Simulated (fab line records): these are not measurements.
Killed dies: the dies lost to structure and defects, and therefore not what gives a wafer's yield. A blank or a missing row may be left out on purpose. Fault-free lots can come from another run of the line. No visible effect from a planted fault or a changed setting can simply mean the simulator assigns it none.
fab line records    flow sky130
record: lots: 6  wafers: 17  last_day: 50
route steps=708 shown FIELD_ISO@30 NWELL@32 DNWELL@35 PAD_OPEN@708
lots untouched by any fault: they come from a run of this same line in which no faults occurred
start_h: hours from the record's first day to the start of the lot's first wafer shown    wait_h: hours from the lot's prior step to this one    " repeats the value in the row above    L1.1+2: a single row standing in for several wafers    - no value, or no start was given    * or withheld: withheld    < > ~ a bound
route shown NAME@n: a module of which the file shows steps, and the number in the route of the first    usual: the fault-free wafers' mean and standard deviation    same: alike in all rows    chamber/n: place in a boat    sites: readings site by site    _std_site: the standard deviation of these    _edge_site: mean of outer sites minus mean of inner sites    radius_mm: for every site, how far away it sits from the centre of the wafer    mask NAME#n: copy n    behind: tool/chamber where the wafer was last shaped    hold: the reason the lot was held/the length of the hold in hours/how it ended    device: the transistor (n, p or np) that didn't switch    end of line: the tests these same wafers got at the end of their route    where a step has no rows: the recipe by itself    killed: dies lost to structure and defects at the first sort, not the wafer's yield    map: a wafer's dies, x killed, . not, _ none there
set.NAME: the setting the step ran with; set.NAME@STEP: the setting that earlier step ran with    model.NAME: the simulator's own value behind a step, which no gauge read
lots at selected steps of the route; one table per step, one row per wafer
services: from which hour (start_h, from the record's first day; less than 0 if before it) a tool's chamber was out of use, for how many hours, and why
== steps ==
step: SKY_FIELD_ISO_WET_ETCH_29
recipe: chemistry: H3PO4  target_depth_nm: 160  target: Si3N4  temp_c: 160  time_s: 1825
step: SKY_FIELD_ISO_WET_ETCH_30
recipe: chemistry: dHF  target_depth_nm: 25  target: SiO2  dilution: 10:1  temp_c: 25  time_s: 50
step: SKY_NWELL_CLEAN_00
recipe: chemistry: SC1/SC2  mix: 1:4:20  temp_c: 70  time_s: 150  dry: n2_spin
step: SKY_NWELL_OXIDATION_01
recipe: temp_c: 900  ambient: O2  stabilise_s: 600  purge_s: 300  target_thk_a: 100  ox_time_s: 1418
step: SKY_NWELL_THK_MEAS_02
recipe: reads: SiO2_of_NWELL_OXIDATION_01
usual: NWELL_OXIDATION_THK: 9.97/0.2
lot.wafer  tool           chamber  start_h  wait_h  NWELL_OXIDATION_THK[nm]
L490.2     film_metro-03  -        54.25    0.0     9.61
L490.3     "              -        "        "       9.81
L490.6     "              -        "        "       9.77
L491.3     film_metro-03  -        58.47    0.0     9.80
L491.4     "              -        "        "       9.75
L491.6     "              -        "        "       9.83
L496.2     film_metro-03  -        101.43   0.0     10.44
L496.6     "              -        "        "       10.28
L503.1     film_metro-01  -        122.29   0.0     9.62
L503.3     "              -        "        "       9.90
L503.4     "              -        "        "       9.97
L502.2     film_metro-03  -        122.30   0.0     9.99
L502.5     "              -        "        "       9.99
L502.6     "              -        "        "       10.17
L510.2     film_metro-02  -        158.00   0.0     10.32
L510.4     "              -        "        "       10.18
L510.6     "              -        "        "       10.41
step: SKY_DNWELL_DEHYDRATE_00
recipe: temp_c: 200  time_s: 60
step: SKY_DNWELL_HMDS_01
recipe: prime_time_s: 60  prime_temp_c: 120
step: SKY_DNWELL_COAT_02
recipe: spin_rpm: 2000  resist_thk_nm: 3000
step: SKY_DNWELL_SOFTBAKE_03
recipe: temp_c: 110  time_s: withheld
step: SKY_DNWELL_EXPOSE_04
recipe: mask_id: DNM  na: 0.57  target_cd_nm: 3000  dose_mj: 222
step: SKY_DNWELL_PEB_05
recipe: temp_c: 115  time_s: withheld
step: SKY_DNWELL_DEVELOP_06
recipe: wall_angle_deg: 90  developer: TMAH  develop_time_s: 60  dev_temp_c: 23
step: SKY_DNWELL_IMPLANT_07
recipe: species: P  energy_kev: withheld  dose_cm2: withheld  tilt_deg: withheld
lot.wafer   tool          chamber  start_h  wait_h
L490.2+3+6  implanter-01  0        70.13    -
L491.3+4+6  implanter-03  0        74.51    -
L496.2+6    implanter-01  0        118.15   -
L502.2+5+6  implanter-01  0        142.20   -
L503.1+3+4  implanter-03  0        142.51   -
L510.2+4+6  implanter-03  0        177.68   -
step: SKY_DNWELL_STRIP_08
recipe: chemistry: O2/N2  power_w: 1400  pressure_mtorr: 1500  platen_temp_c: withheld  o2_flow_sccm: 3000  n2_flow_sccm: 300  overash_fraction: 0.5
usual: drypump_motor_current_A: 5.7/0.32  oes_product_au: 0.722/0.0048  strip_time_to_endpoint_s: 36.89/0.11
same: overash_fraction: 0.5
lot.wafer  tool             chamber  start_h  wait_h  drypump_motor_current_A  oes_product_au  rf_hours_counter_h  strip_time_to_endpoint_s
L490.2     plasma_asher-03  0        70.26    0.1     6.2                      0.721           25                  36.75
L490.3     "                0        "        "       6.2                      0.729           -                   36.84
L490.6     "                0        "        "       6.2                      0.722           -                   36.85
L491.3     plasma_asher-04  0        74.64    0.1     5.9                      0.717           -                   36.97
L491.4     "                1        "        "       5.8                      0.719           -                   36.98
L491.6     "                0        "        "       5.9                      0.725           -                   36.91
L496.2     plasma_asher-04  1        118.27   0.1     5.8                      0.722           45                  37.08
L496.6     "                1        "        "       5.8                      0.729           -                   37.05
L502.2     plasma_asher-04  1        142.32   0.1     5.8                      0.724           47                  36.84
L502.5     "                1        "        "       5.8                      0.718           -                   36.81
L502.6     "                0        "        "       5.9                      0.721           -                   36.85
L503.1     plasma_asher-03  1        142.66   0.1     5.9                      0.722           33                  36.93
L503.3     "                1        "        "       5.9                      0.717           -                   36.92
L503.4     "                0        "        "       6.2                      0.721           -                   36.96
L510.2     plasma_asher-01  0        177.81   0.1     5.4                      0.722           6                   36.86
L510.4     "                1        "        "       5.3                      0.726           -                   36.87
L510.6     "                1        "        "       5.3                      0.717           -                   36.95
step: SKY_DNWELL_TW_MEAS_09
usual: DNWELL_TW: 1125/8.6
lot.wafer  tool           chamber  start_h  wait_h  hold                      DNWELL_TW
L490.2     film_metro-03  -        70.37    0.1     -                         1127
L490.3     "              -        "        "       -                         1131
L490.6     "              -        "        "       -                         1127
L491.3     film_metro-03  -        74.73    0.1     -                         1129
L491.4     "              -        "        "       -                         1128
L491.6     "              -        "        "       -                         1135
L496.2     film_metro-02  -        118.38   0.1     await_dispo/0.2h/release  1126
L496.6     "              -        "        "       await_dispo/0.2h/release  1198
L496.2     film_metro-02  -        118.61   0.2     -                         1123
L496.6     "              -        "        "       -                         1197
L502.2     film_metro-03  -        142.43   0.1     await_dispo/0.2h/release  1130
L502.5     "              -        "        "       await_dispo/0.2h/release  1210
L502.6     "              -        "        "       await_dispo/0.2h/release  1213
L502.2     film_metro-03  -        142.66   0.2     -                         1129
L502.5     "              -        "        "       -                         1214
L502.6     "              -        "        "       -                         1217
L503.1     film_metro-02  -        142.76   0.1     -                         1110
L503.3     "              -        "        "       -                         1111
L503.4     "              -        "        "       -                         1114
L510.2     film_metro-02  -        177.92   0.1     -                         1122
L510.4     "              -        "        "       -                         1123
L510.6     "              -        "        "       -                         1117
step: SKY_PAD_OPEN_PROBE_99
usual: killed_at_M0_to_M3: 43/7.8  killed_at_M4_up: 3.2/1.7  killed_at_contacts: 24/5.2  killed_at_front_end: 15/4.5  killed_at_other: 0.4/0.65  killed_dies: 87/9.1  killed_open: 47/7.3  killed_short: 40/6.5
same: gross_dies: 492  killed_at_back_side: 0
lot.wafer  tool       chamber  start_h  wait_h  killed_at_M0_to_M3  killed_at_M4_up  killed_at_contacts  killed_at_front_end  killed_at_other  killed_dies  killed_open  killed_short  model.etest.res_deep_nwell.rs_ohm_sq  model.etest.res_deep_nwell.line_ohm_um  model.etest.res_pwde_under_gate.rs_ohm_sq
L490.2     prober-02  -        1084.66  0.1     39                  2                21                  14                   1                77           45           32            2193                                  727                                     6217
L490.3     prober-02  -        1084.71  0.2     35                  5                28                  16                   0                84           42           41            2185                                  747                                     6213
L490.6     prober-02  -        1084.86  0.2     34                  4                21                  16                   0                75           37           37            2215                                  740.4                                   6192
L491.3     prober-01  -        1091.08  0.2     46                  1                24                  11                   0                82           43           39            2188                                  738.5                                   6122
L491.4     prober-01  -        1091.13  0.2     45                  1                21                  15                   0                82           44           38            2186                                  743.7                                   6181
L491.6     prober-01  -        1091.23  0.2     36                  3                21                  24                   0                84           57           27            2209                                  727.6                                   6133
L496.2     prober-02  -        1142.22  0.1     49                  3                21                  18                   0                91           52           39            2152                                  720.9                                   6210
L496.6     prober-02  -        1142.42  0.2     56                  2                24                  17                   0                99           42           57            1778                                  590.8                                   6337
L502.2     prober-02  -        1163.58  0.1     45                  4                25                  18                   0                92           51           41            2206                                  735.3                                   6160
L502.5     prober-02  -        1163.73  0.2     39                  2                21                  15                   0                77           41           36            1852                                  624                                     6270
L502.6     prober-02  -        1163.78  0.2     60                  3                16                  15                   0                94           42           52            1839                                  616.5                                   6242
L503.1     prober-01  -        1169.18  0.1     44                  3                27                  15                   0                89           53           36            2208                                  733.9                                   6160
L503.3     prober-01  -        1169.28  0.2     43                  5                23                  19                   0                90           45           45            2199                                  736                                     6202
L503.4     prober-01  -        1169.33  0.2     54                  1                22                  18                   0                95           45           50            2199                                  735                                     6197
L510.2     prober-02  -        1197.22  0.1     30                  0                31                  17                   0                78           40           38            2194                                  731.7                                   6164
L510.4     prober-02  -        1197.32  0.2     44                  4                27                  14                   2                91           45           46            2171                                  722.3                                   6150
L510.6     prober-02  -        1197.42  0.2     35                  0                26                  10                   0                71           43           28            2198                                  724.2                                   6170
killed by level:class
L490.2 CONTACT:geometric_particle:open=10 METAL1:geometric_particle:short=9 VIA1:geometric_particle:open=7 VIA2:geometric_particle:open=6 LI_CONTACT:geometric_particle:open=5 VIA3:geometric_particle:open=5 FIELD_ISO:geometric_particle:short=4 POLY_GATE:geometric_particle:open=4
L490.3 CONTACT:geometric_particle:open=10 CONTACT:geometric_particle:short=9 POLY_GATE:geometric_particle:short=7 VIA3:geometric_particle:short=7 VIA3:geometric_particle:open=6 VIA2:geometric_particle:open=6 LI_CONTACT:geometric_particle:open=5 VIA1:geometric_particle:open=5
L490.6 METAL1:geometric_particle:short=10 CONTACT:geometric_particle:open=8 LI_CONTACT:geometric_particle:open=6 FIELD_ISO:geometric_particle:open=5 CONTACT:geometric_particle:short=5 VIA2:geometric_particle:open=5 POLY_GATE:geometric_particle:short=4 VIA1:geometric_particle:open=4
L491.3 METAL2:geometric_particle:short=10 VIA1:geometric_particle:open=9 VIA2:geometric_particle:open=9 LI_CONTACT:geometric_particle:open=8 CONTACT:geometric_particle:open=8 LOCAL_INTERCONNECT:geometric_particle:short=5 VIA3:geometric_particle:short=4 METAL1:geometric_particle:short=3
L491.4 VIA1:geometric_particle:open=14 VIA1:geometric_particle:short=9 FIELD_ISO:geometric_particle:open=6 LI_CONTACT:geometric_particle:open=6 METAL1:geometric_particle:short=6 METAL2:geometric_particle:short=5 CONTACT:geometric_particle:open=5 CONTACT:geometric_particle:short=4
L491.6 VIA1:geometric_particle:open=12 POLY_GATE:geometric_particle:open=8 VIA2:geometric_particle:open=8 FIELD_ISO:geometric_particle:open=7 LI_CONTACT:geometric_particle:open=7 CONTACT:geometric_particle:open=6 FIELD_ISO:geometric_particle:short=4 LI_CONTACT:geometric_particle:short=3
L496.2 VIA1:geometric_particle:open=10 VIA2:geometric_particle:open=10 FIELD_ISO:geometric_particle:open=7 VIA3:geometric_particle:open=6 CONTACT:geometric_particle:short=6 METAL1:geometric_particle:short=6 LI_CONTACT:geometric_particle:open=5 CONTACT:geometric_particle:open=5
L496.6 VIA1:geometric_particle:open=15 METAL2:geometric_particle:short=10 LI_CONTACT:geometric_particle:short=7 METAL1:geometric_particle:short=7 VIA3:geometric_particle:open=6 LOCAL_INTERCONNECT:geometric_particle:short=5 CONTACT:geometric_particle:short=5 VIA2:geometric_particle:open=5
L502.2 VIA1:geometric_particle:open=13 CONTACT:geometric_particle:open=11 VIA1:geometric_particle:short=7 FIELD_ISO:geometric_particle:short=6 FIELD_ISO:geometric_particle:open=6 VIA2:geometric_particle:open=6 VIA3:geometric_particle:open=6 LI_CONTACT:geometric_particle:open=5
L502.5 LI_CONTACT:geometric_particle:open=8 VIA1:geometric_particle:open=7 FIELD_ISO:geometric_particle:open=5 CONTACT:geometric_particle:open=5 METAL2:geometric_particle:short=5 POLY_GATE:geometric_particle:short=4 LI_CONTACT:geometric_particle:short=4 VIA2:geometric_particle:open=4
L502.6 VIA1:geometric_particle:open=13 CONTACT:geometric_particle:open=10 VIA1:geometric_particle:short=9 METAL2:geometric_particle:short=9 VIA3:geometric_particle:open=6 VIA2:geometric_particle:open=6 FIELD_ISO:geometric_particle:short=5 POLY_GATE:geometric_particle:short=5
L503.1 VIA1:geometric_particle:open=13 VIA2:geometric_particle:open=11 CONTACT:geometric_particle:open=9 FIELD_ISO:geometric_particle:short=6 LI_CONTACT:geometric_particle:open=6 VIA1:geometric_particle:short=6 CONTACT:geometric_particle:short=5 VIA3:geometric_particle:open=4
L503.3 VIA1:geometric_particle:open=14 CONTACT:geometric_particle:open=8 METAL2:geometric_particle:short=8 CONTACT:geometric_particle:short=6 LI_CONTACT:geometric_particle:open=5 VIA3:geometric_particle:open=5 VIA1:geometric_particle:short=5 VIA3:geometric_particle:short=5
L503.4 CONTACT:geometric_particle:open=11 METAL2:geometric_particle:short=11 VIA1:geometric_particle:short=9 VIA3:geometric_particle:open=8 FIELD_ISO:geometric_particle:open=6 METAL1:geometric_particle:short=6 VIA1:geometric_particle:open=6 VIA2:geometric_particle:open=5
L510.2 LI_CONTACT:geometric_particle:open=11 CONTACT:geometric_particle:open=9 LI_CONTACT:geometric_particle:short=5 VIA1:geometric_particle:short=5 POLY_GATE:geometric_particle:open=4 POLY_GATE:geometric_particle:short=4 METAL1:geometric_particle:short=4 FIELD_ISO:geometric_particle:open=3
L510.4 VIA1:geometric_particle:open=9 LI_CONTACT:geometric_particle:open=8 CONTACT:geometric_particle:open=8 METAL3:geometric_particle:short=7 POLY_GATE:geometric_particle:short=6 LI_CONTACT:geometric_particle:short=5 METAL2:geometric_particle:short=5 POLY_GATE:geometric_particle:open=4
L510.6 CONTACT:geometric_particle:open=14 VIA2:geometric_particle:open=8 VIA3:geometric_particle:open=6 FIELD_ISO:geometric_particle:short=5 CONTACT:geometric_particle:short=5 LI_CONTACT:geometric_particle:open=4 VIA1:geometric_particle:open=4 METAL2:geometric_particle:short=4
== services ==
tool             chamber  start_h  hours  kind
plasma_asher-01  -        80.62    2.5    repair
implanter-01     -        105.11   4.9    pm
plasma_asher-01  -        108.75   9.0    pm
plasma_asher-01  0        108.75   9.0    vent_cycle
plasma_asher-01  1        108.75   9.0    vent_cycle
plasma_asher-01  0        117.75   -      clean
plasma_asher-01  1        117.75   -      clean
implanter-03     -        126.87   1.7    repair
implanter-03     -        171.25   0.7    repair
plasma_asher-04  -        174.69   1.4    repair
== key ==
first_sign: step: SKY_DNWELL_TW_MEAS_09  reading: visit  direction: added
effect: step: SKY_DNWELL_TW_MEAS_09  reading: DNWELL_TW  direction: up  sigmas: 9.6  usual: 1125  struck: 1207
model_effect: step: SKY_PAD_OPEN_PROBE_99  value: etest.res_deep_nwell.rs_ohm_sq  without: 2196  struck: 1823
met_at SKY_DNWELL_IMPLANT_07
struck_wafers L496.6,L502.5,L502.6
tester_left_out L496,L502
onset_between 70.13 118.15
fault: kind: process_parameter_drift  tool: implanter-01  chamber: -  onset_h: 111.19  steps: SKY_DNWELL_IMPLANT_07  channel: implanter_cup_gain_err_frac  offset: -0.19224  shape: step  end_h: 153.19  scope: struck_wafers_only
tester_left_out: of these lots the tester's yield and bins aren't shown, on N5 and GAA mostly nor the transistor test; their killed dies are dies lost to structure and defects alone, not to doping, threshold or leakage, so they don't give the yield
